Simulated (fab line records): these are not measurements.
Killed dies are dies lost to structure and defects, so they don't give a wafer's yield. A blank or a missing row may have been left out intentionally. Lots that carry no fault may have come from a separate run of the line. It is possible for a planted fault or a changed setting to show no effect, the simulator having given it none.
Comparing a struck lot with a sound one + flow sky130 + 15 out of 708 route steps
Sound: these wafers, L678.4, L678.5, L678.6. Wafers L694.1, L694.3, L694.6 were the ones struck. The cause is given at the end.
At each step with rows: each side's tool, then ch and its chambers, then its first start. Under that, the readings that differ: sound wafers + struck wafers + difference of the means + sigmas: that difference in standard deviations of wafers without a fault.
alike: words and numbers the same on both sides, and readings whose means are apart by under 2 such deviations; not compared: readings that were withheld, readings missing a value for some wafer, numbers with overlapping values and no deviation given by the record, and bounds like >300 which may hide the same value.
A row with sigmas, a row that says differs or no value, or rows on one side alone: a step with any of these is where the two part. Numbers that have no deviation but don't overlap get no sigmas and don't part them. Lack of a reading on every wafer of one side parts them only where that side has two or more wafers.

SKY_METAL2_THK_MEAS_06: measures by xrf.
  sound on film metro-01 at day 34 15:47; struck on film metro-01 at day 39 10:32
  alike: METAL2_ALCU_THK
then, 8 steps without rows for these wafers: SKY_METAL2_DEHYDRATE_07 (time 60 s); SKY_METAL2_HMDS_08 (prime time 60 s); SKY_METAL2_COAT_09 (resist thk 60 nm); SKY_METAL2_COAT_10 (resist thk 450 nm); SKY_METAL2_SOFTBAKE_11 (time 90 s); SKY_METAL2_EXPOSE_12 (exposes mask MM2, target cd 140 nm); SKY_METAL2_PEB_13; SKY_METAL2_DEVELOP_14 (develop time 60 s).
SKY_METAL2_CD_MEAS_15: target cd 140 nm.
  sound on cd sem-02 at day 35 18:34; struck on cd sem-02 at day 40 10:37
  alike: cd nm
SKY_METAL2_OVL_MEAS_16:
  sound on overlay-01 at day 35 18:38; struck on overlay-01 at day 40 10:44
  alike: METAL2_OVL
SKY_METAL2_DESCUM_17: chemistry O2, time 8 s.
  sound on rie metal-01 ch 0,1, day 35 18:40; struck on rie metal-01 ch 0,1, day 40 10:46
  alike: drypump motor current A, oes product au, rf fwd power W
  not compared: rf hours counter h
SKY_METAL2_ETCH_18: etches BARC in N2/H2, stops on SiO2, time 45.9 s, target depth 60 nm.
  sound on rie metal-01 ch 0,1, day 35 18:43; struck on rie metal-01 ch 0,1, day 40 10:47
| reading                                       | sound             | struck            | difference | sigmas |
|-----------------------------------------------|-------------------|-------------------|------------|--------|
| rf fwd power W (W)                            | 498.4 497.3 495.2 | 414.4 414.2 415.4 | -82.3      | -30    |
| model.KrF-thick_of_METAL2_COAT_10.thk nm (nm) | 393.3 394 395.1   | 399.6 398.1 401   | +5.4       |        |
  alike: drypump motor current A, oes product au, throttle valve pct
  not compared: rf hours counter h
SKY_METAL2_METAL_ETCH_19: etches the open film in Cl2/BCl3, stops on SiO2, target depth 360 nm, time 78 s.
  sound on rie metal-01 ch 0,1, day 35 18:47; struck on rie metal-01 ch 0,1, day 40 10:52
| reading               | sound             | struck            | difference | sigmas |
|-----------------------|-------------------|-------------------|------------|--------|
| oes product au (a.u.) | 0.867 0.866 0.855 | 0.846 0.846 0.849 | -0.016     | -2     |
  alike: bcl3 flow sccm, drypump motor current A, rf fwd power W, throttle valve pct
  not compared: rf hours counter h
-- the record jumps here: 9 days lie between the struck wafers' starts before and after (it left off in module METAL2 and takes up again in module PAD_OPEN, whose first step shown is number 708 of the route) --
SKY_PAD_OPEN_PROBE_99:
  sound on prober-02 at day 46 04:12; struck on prober-01 at day 49 20:22
  alike: defect limited yield, killed_at_M0_to_M3, killed_at_M4_up, killed at contacts, killed at front end, killed at other, killed dies, killed open, killed short, sort_bin_3_pad_short, sort_bin_5_function, sort_bin_6_memory, sort n pass, sort yield pct

## WHERE THEY PART
Last at SKY_METAL2_METAL_ETCH_19 as far as this record goes, first at SKY_METAL2_ETCH_18. Later steps at which nothing parts them and some readings are alike: SKY_PAD_OPEN_PROBE_99.

WHY: what had been put in by the simulator
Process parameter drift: rie metal-01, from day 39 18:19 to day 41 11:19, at SKY_METAL2_ETCH_18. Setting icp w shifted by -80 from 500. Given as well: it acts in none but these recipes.
